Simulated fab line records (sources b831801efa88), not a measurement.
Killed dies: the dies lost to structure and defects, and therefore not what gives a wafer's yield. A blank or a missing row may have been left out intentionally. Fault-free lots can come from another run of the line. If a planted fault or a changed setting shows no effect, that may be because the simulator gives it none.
One fault through the eyes of 2 desks    flow sky130    numbers are kept per desk, each desk with only its own; the story behind them comes last

## FOR THE TOOL OWNER'S DESK: rie-metal-03
The tool's own readings at SKY_METAL1_METAL_ETCH_19 (etches the open film in Cl2/BCl3, stops on SiO2, target depth 360 nm, time 78 s): means of the sampled wafers that have a number, for each lot that ran on this tool. Marked OUT: a lot whose mean sits more than 4 standard deviations from the usual mean, which makes it out of limits; the brackets give that distance.
Columns: A = drypump-motor-current-A at SKY_METAL1_METAL_ETCH_19, usual 5.88 A; B = oes-product-au at SKY_METAL1_METAL_ETCH_19, usual 0.856 a.u.; C = rf-fwd-power-W at SKY_METAL1_METAL_ETCH_19, usual 894.5 W; D = run-length-s at SKY_METAL1_METAL_ETCH_19, usual 106.1 s; E = throttle-valve-pct at SKY_METAL1_METAL_ETCH_19, usual 22.264 %
lot   first seen here  A     B                 C      D                 E
L630  day 33 21:43     5.96  0.864             895.9  105.9             22.254
L634  day 35 11:26     5.82  0.860             892.1  105.8             22.257
L635  day 35 15:58     5.81  0.861             891.0  105.7             22.267
L636  day 35 17:34     5.84  0.856             897.2  105.4             22.264
L639  day 36 17:58     6.12  0.850             894.5  105.9             22.266
L646  day 38 22:28     5.68  0.826 (-4.8) OUT  897.1  110.1 (+9.6) OUT  22.272
L647  day 39 03:20     5.83  0.840             891.9  108.7 (+6.3) OUT  22.264
This desk finds L646, L647 out of limits, L646 being first, at day 38 22:28 (oes-product-au at SKY_METAL1_METAL_ETCH_19). L630, L634, L635, L636, L639 stayed within limits.

## AT THE METROLOGY DESK
Lot by lot, what the gauges showed, no matter which tool ran the lot: averages of those sampled wafers that carry a number. Marked OUT: a lot whose mean sits more than 4 standard deviations from the usual mean, which makes it out of limits; the brackets give that distance.
Columns: A = VIA1_OVL at SKY_VIA1_OVL_MEAS_13, usual -1 nm
lot   first seen here  A
L630  day 35 01:35     -3
L632  day 35 11:59     -3
L634  day 36 14:54     -1
L635  day 36 19:19     -9
L636  day 36 21:26     7
L639  day 37 21:27     -2
L646  day 40 00:56     -3
L647  day 40 05:45     -7
L648  day 40 12:56     -4
L649  day 40 21:36     2
L651  day 41 09:47     7
This desk's verdict: no lot among the 11 shows anything out of limits.

## ALL TOGETHER
An alarm could have come from the tool owner's desk at day 38 22:28, on L646, L647.
Metrology desk: nothing out of limits seen.
The metrology desk holds a record of L646, L647, inside its limits.
SKY_METAL1_METAL_ETCH_19 was run on rie-metal-03 by each of the lots named.

## WHAT THE SIMULATOR HAD INSERTED
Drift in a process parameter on rie-metal-03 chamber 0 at SKY_METAL1_METAL_ETCH_19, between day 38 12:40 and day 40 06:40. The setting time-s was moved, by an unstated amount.
Shown lots that were struck: L646, L647.
How many hours passed from the start of the fault until each desk's first out-of-limits reading: the tool owner's desk, 10.
